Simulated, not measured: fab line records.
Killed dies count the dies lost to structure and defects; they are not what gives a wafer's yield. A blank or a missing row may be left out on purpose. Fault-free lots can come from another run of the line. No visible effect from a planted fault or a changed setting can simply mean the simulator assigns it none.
Comparing a struck lot with a sound one	flow sky130	18 steps out of a route of 708
Sound: the wafers L284.2, L284.4, L284.5. Wafers struck: L295.1, L295.3. The cause comes at the end.
For every step that has rows: the tool of each side, followed by ch and its chambers, followed by its first start. Under that, the readings that differ: sound wafers	struck wafers	difference of the means	sigmas: that difference in standard deviations of wafers without a fault.
alike: a reading whose means differ by less than 2 such deviations, as well as words and numbers matching on both sides. not compared: withheld readings; readings where some wafer has no value; bounds like >300 that might hide an equal value; numbers whose values overlap and for which the record gives no deviation.
A row with sigmas, a row that says differs or no value, or rows on one side alone: a step with any of these is where the two part. When numbers do not overlap yet have no deviation, they are printed without sigmas and do not part them. Lack of a reading on every wafer of one side parts them only where that side has two or more wafers.

first, 1 step without rows for these wafers: SKY_VT_ADJUST_PCH_IMPLANT_08.
SKY_VT_ADJUST_PCH_STRIP_09: strips in O2/N2.
  sound on plasmaAsher-01 ch 0,1, day 11 05:08; struck on plasmaAsher-02 ch 0,1, day 14 19:26
  alike: drypumpMotorCurrentA, oesProductAu, stripTimeToEndpointS
  not compared: rfHoursCounterH
SKY_VT_ADJUST_PCH_TW_MEAS_10:
  struck on filmMetro-02, day 14 19:32; sound on filmMetro-02, day 11 05:14
  alike: VT_ADJUST_PCH_TW
then, 7 steps without rows for these wafers: SKY_SONOS_TUNNEL_DEHYDRATE_00 (time 60 s); SKY_SONOS_TUNNEL_HMDS_01 (prime time 60 s); SKY_SONOS_TUNNEL_COAT_02 (resist thk 1140 nm); SKY_SONOS_TUNNEL_SOFTBAKE_03 (time 60 s); SKY_SONOS_TUNNEL_EXPOSE_04 (exposes mask TUNM, target cd 410 nm); SKY_SONOS_TUNNEL_PEB_05; SKY_SONOS_TUNNEL_DEVELOP_06 (develop time 60 s).
SKY_SONOS_TUNNEL_CD_MEAS_07 targets a cd of 410 nm.
  struck on cdSem-02, day 15 22:55; sound on cdSem-02, day 12 04:44
reading	sound	struck	difference	sigmas
cdNm (nm)	407.3 408.1 411.8	413.3 414.3	+4.7	+2
SKY_SONOS_TUNNEL_OVL_MEAS_08:
  struck on overlay-02, day 15 23:02; sound on overlay-02, day 12 04:50
  alike: SONOS_TUNNEL_OVL
SKY_SONOS_TUNNEL_IMPLANT_09:
  sound on implanter-01 ch 0, day 12 04:53; struck on implanter-04 ch 0, day 15 23:04
reading	sound	struck	difference	sigmas
beamOnS (s)	10.01 10.05 9.56	7.70 7.81	-2.12	-11
faradayCurrentUA	5.63 5.61 5.88	7.32 7.21	+1.56	+14
then, 2 steps without rows for these wafers: SKY_SONOS_TUNNEL_WET_ETCH_10 (etches SiO2 in dHF, target depth 14 nm, time 280 s); SKY_SONOS_TUNNEL_STRIP_11 (strips in SPM, time 600 s).
SKY_SONOS_TUNNEL_TW_MEAS_12:
  struck on filmMetro-02, day 15 23:29; sound on filmMetro-01, day 12 05:17
reading	sound	struck	difference	sigmas
SONOS_TUNNEL_TW	198.3 197.7 197.9	181.0 180.9	-17.0	-11
then, 1 step without rows for these wafers: SKY_SONOS_TUNNEL_CLEAN_13 (cleans in dHF, time 20 s).
-- the record jumps here: 33 days lie between the struck wafers' starts before and after (it left off in module SONOS_TUNNEL and takes up again in module PAD_OPEN, whose first step shown is number 708 of the route) --
SKY_PAD_OPEN_PROBE_99:
  struck on prober-01, day 49 03:47; sound on prober-02, day 47 01:52
reading	sound	struck	difference	sigmas
model.etest.sonosUncharged.vtV (V)	-0.4079 -0.4131 -0.4491	-0.5062 -0.5195	-0.0895	
  alike: killed_at_M0_to_M3, killed_at_M4_up, killedAtContacts, killedAtFrontEnd, killedAtOther, killedDies, killedOpen, killedShort

## WHERE THEY PART
First at SKY_SONOS_TUNNEL_CD_MEAS_07; last, within this record, at SKY_SONOS_TUNNEL_TW_MEAS_12. Later steps at which nothing parts them and some readings are alike: SKY_PAD_OPEN_PROBE_99.

WHY: what the simulator had put in
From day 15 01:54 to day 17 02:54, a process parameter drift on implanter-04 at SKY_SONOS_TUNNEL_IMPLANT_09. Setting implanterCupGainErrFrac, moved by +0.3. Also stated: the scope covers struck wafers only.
